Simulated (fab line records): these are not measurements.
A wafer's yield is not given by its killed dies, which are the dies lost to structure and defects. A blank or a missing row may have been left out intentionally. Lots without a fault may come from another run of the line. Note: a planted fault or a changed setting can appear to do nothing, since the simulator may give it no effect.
What tool caused it? || flow sfqLine || 13 lots, 39 wafers sampled, at 4 steps of a route of 325

## WHAT EACH GAUGE READ, for each wafer
SFQ_I1_BOW_MEAS_912. Usual: I1_BOW typically reads 2 um, with standard deviation 8.
{"lot": "L696", "measured": "day 24 17:20", "on": "filmMetro-02", "I1_BOW (um)": "18 1 9", "flag": ""}
{"lot": "L697", "measured": "day 25 19:45", "on": "filmMetro-01", "I1_BOW (um)": "1 1 -2", "flag": ""}
{"lot": "L698", "measured": "day 26 03:10", "on": "filmMetro-04", "I1_BOW (um)": "-4 10 -1", "flag": ""}
{"lot": "L708", "measured": "day 29 08:42", "on": "filmMetro-01", "I1_BOW (um)": "3 -4 -3", "flag": ""}
{"lot": "L709", "measured": "day 29 17:09", "on": "filmMetro-01", "I1_BOW (um)": "16 12 14", "flag": ""}
{"lot": "L710", "measured": "day 30 19:10", "on": "filmMetro-01", "I1_BOW (um)": "-5 -1 2", "flag": ""}
{"lot": "L711", "measured": "day 31 13:15", "on": "filmMetro-04", "I1_BOW (um)": "14 13 11", "flag": ""}
{"lot": "L713", "measured": "day 32 01:14", "on": "filmMetro-01", "I1_BOW (um)": "-21 -22 -15", "flag": ""}
{"lot": "L714", "measured": "day 32 10:09", "on": "filmMetro-02", "I1_BOW (um)": "4 -5 8", "flag": ""}
{"lot": "L715", "measured": "day 32 23:13", "on": "filmMetro-04", "I1_BOW (um)": "6 9 19", "flag": ""}
{"lot": "L716", "measured": "day 33 02:14", "on": "filmMetro-01", "I1_BOW (um)": "9 -2 -1", "flag": ""}
{"lot": "L717", "measured": "day 33 10:09", "on": "filmMetro-02", "I1_BOW (um)": "6 10 7", "flag": ""}
{"lot": "L718", "measured": "day 33 19:10", "on": "filmMetro-01", "I1_BOW (um)": "13 10 4", "flag": ""}

SFQ_JJ_RS_MEAS_929: uses a four-point probe to measure. Usual: JJ_NB_RS typically reads 1.052 ohm/sq, with standard deviation 0.0099.
{"lot": "L696", "measured": "day 44 00:16", "on": "filmMetro-01", "JJ_NB_RS (ohm/sq)": "1.041 1.043 1.047", "flag": ""}
{"lot": "L697", "measured": "day 44 15:46", "on": "filmMetro-04", "JJ_NB_RS (ohm/sq)": "1.055 1.043 1.036", "flag": ""}
{"lot": "L698", "measured": "day 44 17:16", "on": "filmMetro-04", "JJ_NB_RS (ohm/sq)": "1.068 1.059 1.053", "flag": ""}
{"lot": "L708", "measured": "day 53 04:00", "on": "filmMetro-04", "JJ_NB_RS (ohm/sq)": "1.050 1.054 1.056", "flag": ""}
{"lot": "L709", "measured": "day 53 07:00", "on": "filmMetro-04", "JJ_NB_RS (ohm/sq)": "1.068 1.074 1.073", "flag": ""}
{"lot": "L710", "measured": "day 53 08:49", "on": "filmMetro-01", "JJ_NB_RS (ohm/sq)": "1.044 1.044 1.059", "flag": ""}
{"lot": "L711", "measured": "day 53 10:38", "on": "filmMetro-01", "JJ_NB_RS (ohm/sq)": "1.048 1.046 1.053", "flag": ""}
{"lot": "L713", "measured": "day 53 22:28", "on": "filmMetro-01", "JJ_NB_RS (ohm/sq)": "1.042 1.041 1.066", "flag": ""}
{"lot": "L714", "measured": "day 57 17:17", "on": "filmMetro-01", "JJ_NB_RS (ohm/sq)": "1.070 1.055 1.070", "flag": ""}
{"lot": "L715", "measured": "day 60 13:55", "on": "filmMetro-04", "JJ_NB_RS (ohm/sq)": "1.050 1.046 1.054", "flag": ""}
{"lot": "L716", "measured": "day 60 17:32", "on": "filmMetro-04", "JJ_NB_RS (ohm/sq)": "1.040 1.060 1.047", "flag": ""}
{"lot": "L717", "measured": "day 60 23:31", "on": "filmMetro-01", "JJ_NB_RS (ohm/sq)": "1.053 1.056 1.045", "flag": ""}
{"lot": "L718", "measured": "day 61 19:10", "on": "filmMetro-04", "JJ_NB_RS (ohm/sq)": "1.055 1.065 1.061", "flag": ""}

## EACH LOT AND THE TOOL THAT RAN IT (in order: tool; ch and the chambers of the sampled wafers; start)
{"lot": "L696", "SFQ_TRILAYER_I0_VIA_ETCH_VIA_ETCH_034": "rieDiel-01 ch 0,1, day 18 00:22", "SFQ_TRILAYER_I4_VIA_STRIP_STRIP_107": "rieMetal-02 ch 0,1, day 43 22:15"}
{"lot": "L697", "SFQ_TRILAYER_I0_VIA_ETCH_VIA_ETCH_034": "rieDiel-01 ch 0,1,3, day 18 17:04", "SFQ_TRILAYER_I4_VIA_STRIP_STRIP_107": "rieMetal-01 ch 1, day 44 13:32"}
{"lot": "L698", "SFQ_TRILAYER_I0_VIA_ETCH_VIA_ETCH_034": "rieDiel-01 ch 1,2, day 19 02:40", "SFQ_TRILAYER_I4_VIA_STRIP_STRIP_107": "rieMetal-02 ch 0,1, day 44 15:15"}
{"lot": "L708", "SFQ_TRILAYER_I0_VIA_ETCH_VIA_ETCH_034": "rieDiel-01 ch 1,2,3, day 22 16:10", "SFQ_TRILAYER_I4_VIA_STRIP_STRIP_107": "rieMetal-01 ch 0,1, day 53 02:01"}
{"lot": "L709", "SFQ_TRILAYER_I0_VIA_ETCH_VIA_ETCH_034": "rieDiel-04 ch 0,2,3, day 22 23:22", "SFQ_TRILAYER_I4_VIA_STRIP_STRIP_107": "rieMetal-04 ch 1, day 53 04:25"}
{"lot": "L710", "SFQ_TRILAYER_I0_VIA_ETCH_VIA_ETCH_034": "rieDiel-04 ch 0,2,3, day 23 20:58", "SFQ_TRILAYER_I4_VIA_STRIP_STRIP_107": "rieMetal-02 ch 0,1, day 53 06:49"}
{"lot": "L711", "SFQ_TRILAYER_I0_VIA_ETCH_VIA_ETCH_034": "rieDiel-02 ch 0,1, day 24 18:07", "SFQ_TRILAYER_I4_VIA_STRIP_STRIP_107": "rieMetal-04 ch 1, day 53 08:25"}
{"lot": "L713", "SFQ_TRILAYER_I0_VIA_ETCH_VIA_ETCH_034": "rieDiel-02 ch 1,3, day 25 17:08", "SFQ_TRILAYER_I4_VIA_STRIP_STRIP_107": "rieMetal-04 ch 1, day 53 20:04"}
{"lot": "L714", "SFQ_TRILAYER_I0_VIA_ETCH_VIA_ETCH_034": "rieDiel-01 ch 0,1,2, day 26 02:44", "SFQ_TRILAYER_I4_VIA_STRIP_STRIP_107": "rieMetal-02 ch 0,1, day 57 15:18"}
{"lot": "L715", "SFQ_TRILAYER_I0_VIA_ETCH_VIA_ETCH_034": "rieDiel-01 ch 0,1,2, day 26 13:32", "SFQ_TRILAYER_I4_VIA_STRIP_STRIP_107": "rieMetal-02 ch 0,1, day 60 11:56"}
{"lot": "L716", "SFQ_TRILAYER_I0_VIA_ETCH_VIA_ETCH_034": "rieDiel-04 ch 1,2, day 26 15:56", "SFQ_TRILAYER_I4_VIA_STRIP_STRIP_107": "rieMetal-01 ch 1, day 60 15:32"}
{"lot": "L717", "SFQ_TRILAYER_I0_VIA_ETCH_VIA_ETCH_034": "rieDiel-01 ch 0,2,3, day 26 21:56", "SFQ_TRILAYER_I4_VIA_STRIP_STRIP_107": "rieMetal-04 ch 0,1, day 60 21:32"}
{"lot": "L718", "SFQ_TRILAYER_I0_VIA_ETCH_VIA_ETCH_034": "rieDiel-02 ch 2,3, day 27 05:08", "SFQ_TRILAYER_I4_VIA_STRIP_STRIP_107": "rieMetal-02 ch 0,1, day 61 17:10"}
- SFQ_TRILAYER_I0_VIA_ETCH_VIA_ETCH_034: etches SiO2 in CHF3, stops on Nb, target depth 260 nm.
- SFQ_TRILAYER_I4_VIA_STRIP_STRIP_107: strips in O2.

## AS READ BY THE TOOLS THEMSELVES (means over the sampled wafers that have a number; for cases with no such wafer, the mark the record gives instead)
SFQ_TRILAYER_I0_VIA_ETCH_VIA_ETCH_034. Usual: drypumpMotorCurrentA 5.7 A, standard deviation 0.45; oesProductAu 0.854 a.u., standard deviation 0.0049; rfFwdPowerW 498.3 W, standard deviation 1.4.
{"lot": "L696", "tool": "rieDiel-01", "drypumpMotorCurrentA (A)": 5.3, "oesProductAu (a.u.)": 0.857, "rfFwdPowerW (W)": 498.4, "flag": ""}
{"lot": "L697", "tool": "rieDiel-01", "drypumpMotorCurrentA (A)": 5.4, "oesProductAu (a.u.)": 0.857, "rfFwdPowerW (W)": 499.5, "flag": ""}
{"lot": "L698", "tool": "rieDiel-01", "drypumpMotorCurrentA (A)": 5.6, "oesProductAu (a.u.)": 0.856, "rfFwdPowerW (W)": 499.1, "flag": ""}
{"lot": "L708", "tool": "rieDiel-01", "drypumpMotorCurrentA (A)": 5.7, "oesProductAu (a.u.)": 0.856, "rfFwdPowerW (W)": 525.4, "flag": "OFF"}
{"lot": "L709", "tool": "rieDiel-04", "drypumpMotorCurrentA (A)": 5.9, "oesProductAu (a.u.)": 0.859, "rfFwdPowerW (W)": 496.4, "flag": ""}
{"lot": "L710", "tool": "rieDiel-04", "drypumpMotorCurrentA (A)": 6.0, "oesProductAu (a.u.)": 0.854, "rfFwdPowerW (W)": 498.3, "flag": ""}
{"lot": "L711", "tool": "rieDiel-02", "drypumpMotorCurrentA (A)": 5.5, "oesProductAu (a.u.)": 0.857, "rfFwdPowerW (W)": 500.0, "flag": ""}
{"lot": "L713", "tool": "rieDiel-02", "drypumpMotorCurrentA (A)": 5.6, "oesProductAu (a.u.)": 0.858, "rfFwdPowerW (W)": 497.6, "flag": ""}
{"lot": "L714", "tool": "rieDiel-01", "drypumpMotorCurrentA (A)": 5.7, "oesProductAu (a.u.)": 0.859, "rfFwdPowerW (W)": 499.1, "flag": ""}
{"lot": "L715", "tool": "rieDiel-01", "drypumpMotorCurrentA (A)": 5.7, "oesProductAu (a.u.)": 0.854, "rfFwdPowerW (W)": 498.6, "flag": ""}
{"lot": "L716", "tool": "rieDiel-04", "drypumpMotorCurrentA (A)": 6.2, "oesProductAu (a.u.)": 0.853, "rfFwdPowerW (W)": 498.3, "flag": ""}
{"lot": "L717", "tool": "rieDiel-01", "drypumpMotorCurrentA (A)": 5.8, "oesProductAu (a.u.)": 0.855, "rfFwdPowerW (W)": 498.5, "flag": ""}
{"lot": "L718", "tool": "rieDiel-02", "drypumpMotorCurrentA (A)": 5.6, "oesProductAu (a.u.)": 0.856, "rfFwdPowerW (W)": 495.9, "flag": ""}

SFQ_TRILAYER_I4_VIA_STRIP_STRIP_107. Usual: drypumpMotorCurrentA 5.8 A, standard deviation 0.39; oesProductAu 0.999 a.u., standard deviation 0.008.
{"lot": "L696", "tool": "rieMetal-02", "drypumpMotorCurrentA (A)": 5.9, "oesProductAu (a.u.)": 0.996, "flag": ""}
{"lot": "L697", "tool": "rieMetal-01", "drypumpMotorCurrentA (A)": 6.0, "oesProductAu (a.u.)": 1.000, "flag": ""}
{"lot": "L698", "tool": "rieMetal-02", "drypumpMotorCurrentA (A)": 5.9, "oesProductAu (a.u.)": 0.994, "flag": ""}
{"lot": "L708", "tool": "rieMetal-01", "drypumpMotorCurrentA (A)": 5.9, "oesProductAu (a.u.)": 1.007, "flag": ""}
{"lot": "L709", "tool": "rieMetal-04", "drypumpMotorCurrentA (A)": 5.4, "oesProductAu (a.u.)": 0.993, "flag": ""}
{"lot": "L710", "tool": "rieMetal-02", "drypumpMotorCurrentA (A)": 5.9, "oesProductAu (a.u.)": 1.000, "flag": ""}
{"lot": "L711", "tool": "rieMetal-04", "drypumpMotorCurrentA (A)": 5.3, "oesProductAu (a.u.)": 0.998, "flag": ""}
{"lot": "L713", "tool": "rieMetal-04", "drypumpMotorCurrentA (A)": 5.4, "oesProductAu (a.u.)": 0.995, "flag": ""}
{"lot": "L714", "tool": "rieMetal-02", "drypumpMotorCurrentA (A)": 6.2, "oesProductAu (a.u.)": 1.002, "flag": ""}
{"lot": "L715", "tool": "rieMetal-02", "drypumpMotorCurrentA (A)": 5.9, "oesProductAu (a.u.)": 0.999, "flag": ""}
{"lot": "L716", "tool": "rieMetal-01", "drypumpMotorCurrentA (A)": 6.0, "oesProductAu (a.u.)": 1.008, "flag": ""}
{"lot": "L717", "tool": "rieMetal-04", "drypumpMotorCurrentA (A)": 5.7, "oesProductAu (a.u.)": 0.999, "flag": ""}
{"lot": "L718", "tool": "rieMetal-02", "drypumpMotorCurrentA (A)": 6.2, "oesProductAu (a.u.)": 1.008, "flag": ""}

## THE ANSWER, worked out from the rows above alone
Rule: take the mean of a lot's wafers that have a number; if it is more than 3 standard deviations from the usual mean, the lot is off. Also off: a lot with no number at a reading for which 4 or more lots have one. Any other lot the step has rows for is counted as sound. Order of review: gauges by route order, followed by the tools' own readings, for which a lot's mean as printed above is used. The first step at which some lot is off is used, and at that step the reading that is off furthest; a lot without a number counts as furthest.
Off: L708 (SFQ_TRILAYER_I0_VIA_ETCH_VIA_ETCH_034, rfFwdPowerW).
If a tool, at that step or one of the process steps before it, ran each lot that is off and ran no sound lot following the first of them, it fits. Of those tried, none fits.

## WHAT WAS PUT IN BY THE SIMULATOR
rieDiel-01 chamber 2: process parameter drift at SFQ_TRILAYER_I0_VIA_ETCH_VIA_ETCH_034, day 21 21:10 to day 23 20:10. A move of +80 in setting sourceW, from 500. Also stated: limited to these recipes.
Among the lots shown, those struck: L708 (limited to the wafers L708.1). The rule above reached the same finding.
